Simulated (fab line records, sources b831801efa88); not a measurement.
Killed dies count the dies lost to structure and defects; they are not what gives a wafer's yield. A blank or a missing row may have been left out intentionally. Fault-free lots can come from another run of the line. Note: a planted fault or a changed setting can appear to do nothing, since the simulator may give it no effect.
Matching of chambers	flow sky130	SKY_VIA1_CMP_24 on cmp-01: 4 sister chambers
The step polishes, stops on SiO2, t overpolish 15 s, target thk 0 nm. 27 wafers are shown with their chamber, then 12 later ones without.

WAFERS PAIRED WITH THEIR CHAMBERS
wafer	chamber	motor-current-A (A)	time-to-endpoint-s (s)	platen-rpm (rpm)
L074.1	0	12.0	68	59.99
L074.3	1	10.5	69	59.97
L074.5	3	10.2	72	60.07
L080.3	2	11.2	65	60.05
L080.5	2	11.5	69	60.00
L080.6	3	9.8	73	60.02
L079.4	1	9.7	68	59.94
L079.5	0	11.1	64	59.94
L079.6	1	10.0	69	60.05
L085.1	0	11.1	67	59.95
L085.3	2	11.4	66	60.00
L085.5	0	11.6	68	59.96
L086.1	1	10.0	67	59.97
L086.3	0	10.8	66	60.03
L086.5	0	12.0	67	59.99
L088.2	2	11.6	67	59.88
L088.3	3	9.7	72	59.98
L088.6	2	11.9	68	60.05
L089.1	1	10.1	70	59.95
L089.2	3	9.3	70	60.12
L089.3	0	11.8	69	60.04
L090.1	1	9.8	64	60.02
L090.2	0	10.7	65	60.01
L090.6	0	11.3	63	60.01
L091.1	1	10.4	68	59.94
L091.3	0	11.9	67	60.01
L091.4	2	11.7	71	60.00

SIGNATURES, as means of the wafers listed above
reading	chamber 0	chamber 1	chamber 2	chamber 3	scatter within a chamber
motor-current-A	11.430	10.071	11.550	9.750	0.386
time-to-endpoint-s	66.40	67.86	67.67	71.75	1.9
platen-rpm	59.9930	59.9771	59.9967	60.0475	0.0473
Rule: for each reading, subtract the chamber's mean from the wafer's reading, divide by that reading's scatter and square the result; add these up over the readings and take the root, which gives the wafer's distance from the chamber. If the next closest chamber is less than 2 further off than the closest, the wafer can't be placed; otherwise it belongs to the closest. The scatter is the square root of a quotient: the sum, over the shown wafers, of each reading's squared deviation from its chamber's mean, divided by wafers minus chambers.

WAFERS WITH NO CHAMBER GIVEN
wafer	motor-current-A (A)	time-to-endpoint-s (s)	platen-rpm (rpm)
L094.2	11.6	62	60.00
L094.3	9.6	66	59.99
L094.4	9.8	65	60.06
L095.4	10.0	65	59.97
L095.5	11.0	65	60.04
L095.6	10.1	66	59.94
L096.1	9.8	66	60.02
L096.3	11.4	66	59.98
L096.4	9.9	72	59.98
L097.2	10.9	65	60.05
L097.3	9.9	70	60.00
L097.6	10.2	66	59.95

CHAMBER TAKEN BY EACH
wafer	from the rows above	in truth
L094.2	can't be placed: 0 or 2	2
L094.3	can't be placed: 1 or 3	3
L094.4	can't be placed: 1 or 3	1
L095.4	1	1
L095.5	can't be placed: 0 or 2 or 1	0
L095.6	1	1
L096.1	can't be placed: 1 or 3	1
L096.3	can't be placed: 0 or 2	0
L096.4	can't be placed: 3 or 1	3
L097.2	can't be placed: 0 or 2 or 1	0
L097.3	can't be placed: 1 or 3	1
L097.6	1	1
Correct placement for 3 of the 12. These rows do not allow placing 9 (true chamber among the candidates in 9). 0 placed wrongly.
